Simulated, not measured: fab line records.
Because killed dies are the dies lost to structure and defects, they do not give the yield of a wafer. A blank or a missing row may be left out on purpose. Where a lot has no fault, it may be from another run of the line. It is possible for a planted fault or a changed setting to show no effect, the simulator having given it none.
Which tool is to blame? ; flow sky130 ; 12 lots (36 wafers sampled), 1 step of a 708-step route

== WHAT THE GAUGES READ, wafer by wafer ==
SKY_SONOS_ONO_OVL_MEAS_14.
lot;measured;on;SONOS_ONO_OVL (nm)
L075;day 13 00:30;overlay-01;-2.4 -1.8 -2.2
L077;day 13 13:32;overlay-01;0.2 0.0 -1.3
L079;day 14 06:21;overlay-01;-0.6 -1.0 -2.4
L081;day 15 00:20;overlay-02;-0.8 -1.7 -2.7
L083;day 15 18:32;overlay-02;-0.5 -0.6 -0.5
L085;day 16 08:28;overlay-02;1.2 2.7 1.9
L087;day 16 22:00;overlay-01;-0.2 -2.7 0.4
L090;day 18 05:56;overlay-02;1.7 0.6 1.2
L091;day 19 00:26;overlay-01;-2.4 -1.6 -2.6
L093;day 19 07:31;overlay-02;-0.9 1.1 -0.6
L095;day 21 04:08;overlay-01;-1.2 1.0 0.0
L096;day 21 05:33;overlay-02;1.3 -0.9 1.6

== WHAT TOOL EACH LOT RAN ON (gives the tool, then ch and the chambers of the sampled wafers, and finally the start) ==
The record shows no process step preceding these readings.

== THE ANSWER, worked out from the rows above alone ==
Rule: usual is defined by the lots themselves. The widest of any qualifying gaps counts: lots, ordered by their means at a reading, are off when they make up no more than a third of the lots, leave a main group of 4 or more, and stand apart from it by 3 or more times the standard deviation of that group's means. Not used: any main group whose means are identical at the precision the tables above print for the reading. Also off: a lot with no number at a reading for which 4 or more lots have one. All remaining lots with rows at the step are treated as sound.
Across all readings shown, no lot is off: no conclusion can be drawn from this.

== WHAT THE SIMULATOR PUT IN ==
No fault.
